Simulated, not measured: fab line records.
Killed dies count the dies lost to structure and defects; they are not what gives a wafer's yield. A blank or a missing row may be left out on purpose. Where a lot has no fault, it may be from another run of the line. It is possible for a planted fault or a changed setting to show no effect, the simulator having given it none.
What tool caused it?    flow gf180mcu    Sampling: 12 lots, 36 wafers, 6 of 602 route steps

## WHAT THE GAUGES READ, wafer by wafer
GF_NSD_CD_MEAS_07: the cd target is 400 nm. Usual: cd nm reads 400.2 nm (standard deviation 2).
lot   measured      on         cd nm (nm)         flag
L504  day 13 06:22  cd sem-02  399.0 398.2 400.0  
L505  day 13 13:03  cd sem-01  399.1 398.0 398.8  
L506  day 14 00:40  cd sem-02  396.5 399.3 400.5  
L508  day 14 21:52  cd sem-01  - - -              OFF
L509  day 15 06:21  cd sem-01  - - -              OFF
L510  day 15 10:59  cd sem-01  - - -              OFF
L512  day 16 04:41  cd sem-02  401.3 401.2 398.9  
L518  day 18 04:45  cd sem-01  401.3 400.5 399.9  
L519  day 18 13:50  cd sem-02  402.7 402.1 403.0  
L523  day 19 21:29  cd sem-02  398.6 396.9 399.0  
L524  day 20 10:10  cd sem-01  400.9 399.7 398.4  
L527  day 21 05:38  cd sem-02  399.9 401.7 400.9  

GF_PSD_TW_MEAS_11. Usual: PSD_TW 3191, standard deviation 19.
lot   measured      on             PSD_TW                         flag
L504  day 14 03:06  film metro-02  3193 3186 3187                 
L505  day 14 10:08  film metro-02  3187 3173 3178                 
L506  day 14 23:01  film metro-01  3145 3169 3164                 
L508  day 15 20:17  film metro-03  4293 4277 4284 4272 4296 4295  OFF
L509  day 16 04:31  film metro-03  4280 4266 4259 4260 4255 4245  OFF
L510  day 16 09:53  film metro-01  4245 4264 4251 4261 4233 4237  OFF
L512  day 17 04:01  film metro-02  3205 3205 3193                 
L518  day 19 05:38  film metro-02  3183 3217 3200                 
L519  day 19 15:11  film metro-02  3216 3214 3209                 
L523  day 20 22:31  film metro-03  3191 3205 3195                 
L524  day 21 10:49  film metro-02  3190 3199 3197                 
L527  day 22 05:23  film metro-02  3211 3209 3206                 

GF_M2_THK_MEAS_06: measures by xrf. Usual: M2_ALCU_THK 441 nm, standard deviation 6.3.
lot   measured      on             M2_ALCU_THK (nm)  flag
L504  day 18 03:58  film metro-01  444 445 442       
L505  day 18 09:55  film metro-02  435 439 442       
L506  day 19 00:07  film metro-02  448 441 445       
L512  day 21 10:11  film metro-02  447 445 442       
L518  day 23 10:24  film metro-01  440 442 429       
L519  day 23 19:22  film metro-01  434 434 428       
L523  day 25 00:01  film metro-02  454 456 449       
L524  day 25 11:26  film metro-01  438 441 435       
L527  day 26 04:34  film metro-01  430 442 440       

## TOOL THAT RAN EACH LOT (tool first, then ch and the chambers of the sampled wafers, then the start)
lot   GF_NWELL_STRIP_10                    GF_VT_IMPLANT_STRIP_09                GF_NSD_COAT_02
L504  plasma asher-03 ch 0,1, day 3 06:20  plasma asher-01 ch 0,1, day 5 14:41   litho track-02 ch 0, day 12 19:53
L505  plasma asher-04 ch 0,1, day 3 11:53  plasma asher-01 ch 0,1, day 5 20:41   litho track-03 ch 0, day 13 03:19
L506  plasma asher-04 ch 0,1, day 3 17:20  plasma asher-03 ch 0,1, day 6 02:11   litho track-03 ch 0, day 13 13:46
L508  plasma asher-01 ch 0,1, day 4 06:38  plasma asher-04 ch 0,1, day 6 16:48   litho track-03, day 14 10:19
L509  plasma asher-03 ch 0,1, day 4 14:54  plasma asher-03 ch 0, day 7 01:42     litho track-01, day 14 19:37
L510  plasma asher-01 ch 0,1, day 4 17:39  plasma asher-01 ch 0,1, day 7 06:00   litho track-02, day 15 00:32
L512  plasma asher-04 ch 0,1, day 5 02:50  plasma asher-04 ch 0,1, day 7 16:15   litho track-01 ch 0, day 15 18:02
L518  plasma asher-03 ch 0,1, day 6 12:39  plasma asher-01 ch 0,1, day 9 04:42   litho track-02 ch 0, day 17 17:21
L519  plasma asher-01 ch 1, day 6 20:21    plasma asher-01 ch 0,1, day 9 14:18   litho track-02 ch 0, day 18 02:08
L523  plasma asher-03 ch 0,1, day 7 15:23  plasma asher-04 ch 0,1, day 10 12:21  litho track-03 ch 0, day 19 08:35
L524  plasma asher-03 ch 0,1, day 7 23:09  plasma asher-04 ch 0,1, day 10 20:39  litho track-01 ch 0, day 19 22:23
L527  plasma asher-03 ch 0,1, day 8 13:08  plasma asher-01 ch 0,1, day 11 12:47  litho track-02 ch 0, day 20 17:14
- GF_NWELL_STRIP_10: strips in O2/N2.
- GF_VT_IMPLANT_STRIP_09: strips in O2/N2.
- GF_NSD_COAT_02: resist thk 1000 nm.

## AS READ BY THE TOOLS THEMSELVES (means over the sampled wafers that have a number; for cases with no such wafer, the mark the record gives instead)
GF_NWELL_STRIP_10. Usual: drypump motor current A 5.7 A, standard deviation 0.54; heater power w 342 W, standard deviation 39; oes product au 0.723 a.u., standard deviation 0.0046; strip time to endpoint s 36.97 s, standard deviation 0.085.
lot   tool             drypump motor current A (A)  heater power w (W)  oes product au (a.u.)  strip time to endpoint s (s)  flag
L504  plasma asher-03  6.2                          349                 0.723                  36.99                         
L505  plasma asher-04  5.4                          300                 0.726                  37.09                         
L506  plasma asher-04  5.4                          302                 0.722                  36.96                         
L508  plasma asher-01  5.5                          344                 0.723                  36.97                         
L509  plasma asher-03  5.9                          344                 0.723                  36.96                         
L510  plasma asher-01  5.5                          386                 0.728                  36.96                         
L512  plasma asher-04  5.4                          305                 0.720                  36.97                         
L518  plasma asher-03  5.9                          347                 0.719                  36.92                         
L519  plasma asher-01  5.4                          305                 0.725                  37.01                         
L523  plasma asher-03  6.2                          352                 0.724                  36.99                         
L524  plasma asher-03  6.2                          354                 0.720                  37.04                         
L527  plasma asher-03  6.2                          358                 0.720                  36.91                         

GF_VT_IMPLANT_STRIP_09. Usual: drypump motor current A 5.6 A, standard deviation 0.47; heater power w 345 W, standard deviation 46; oes product au 0.715 a.u., standard deviation 0.0047; strip time to endpoint s 12.63 s, standard deviation 0.033.
lot   tool             drypump motor current A (A)  heater power w (W)  oes product au (a.u.)  strip time to endpoint s (s)  flag
L504  plasma asher-01  5.5                          348                 0.714                  12.66                         
L505  plasma asher-01  5.5                          341                 0.711                  12.62                         
L506  plasma asher-03  5.9                          344                 0.719                  12.62                         
L508  plasma asher-04  5.0                          318                 0.712                  12.64                         
L509  plasma asher-03  5.7                          338                 0.716                  12.61                         
L510  plasma asher-01  5.5                          377                 0.714                  12.59                         
L512  plasma asher-04  5.4                          309                 0.714                  12.69                         
L518  plasma asher-01  5.5                          346                 0.716                  12.61                         
L519  plasma asher-01  5.5                          348                 0.716                  12.61                         
L523  plasma asher-04  5.4                          307                 0.712                  12.59                         
L524  plasma asher-04  5.4                          309                 0.714                  12.64                         
L527  plasma asher-01  5.5                          342                 0.711                  12.62                         

GF_NSD_COAT_02. Usual: chill plate temp C 23.02 C, standard deviation 0.11; dispense pressure kPa 50.8 kPa, standard deviation 1.4.
lot   tool            chill plate temp C (C)  dispense pressure kPa (kPa)  flag
L504  litho track-02  23.02                   49.6                         
L505  litho track-03  22.95                   52.8                         
L506  litho track-03  22.95                   52.8                         
L508  litho track-03  -                       -                            OFF
L509  litho track-01  -                       -                            OFF
L510  litho track-02  -                       -                            OFF
L512  litho track-01  23.03                   50.8                         
L518  litho track-02  22.95                   49.5                         
L519  litho track-02  22.94                   49.6                         
L523  litho track-03  23.12                   52.8                         
L524  litho track-01  23.08                   50.8                         
L527  litho track-02  23.03                   49.6                         

## THE ANSWER, worked out from the rows above alone
Rule: a lot counts as off when the mean over its wafers that have a number is more than 3 standard deviations away from the usual mean. A lot without any number at a reading at which 4 lots or more have one is off too. All remaining lots with rows at the step are treated as sound. The gauges are gone through in route order, then the tools' own readings, and for those a lot's mean is taken as printed above. At the first step where some lot is off, the reading lying furthest off is the one used; lots without a number count as furthest.
Off: L508, L509, L510, at GF_NSD_CD_MEAS_07 (cd nm). Without a number there: L508, L509, L510.
A tool fits if, at a process step before that reading, it ran every lot that is off, and no sound lot after the first of them. The gauges at GF_NSD_CD_MEAS_07 aren't tried: what is off there is off at GF_PSD_TW_MEAS_11 too, on other tools, and a gauge's error can't cause that. None of those tried fits.

## WHAT THE SIMULATOR HAD PUT IN
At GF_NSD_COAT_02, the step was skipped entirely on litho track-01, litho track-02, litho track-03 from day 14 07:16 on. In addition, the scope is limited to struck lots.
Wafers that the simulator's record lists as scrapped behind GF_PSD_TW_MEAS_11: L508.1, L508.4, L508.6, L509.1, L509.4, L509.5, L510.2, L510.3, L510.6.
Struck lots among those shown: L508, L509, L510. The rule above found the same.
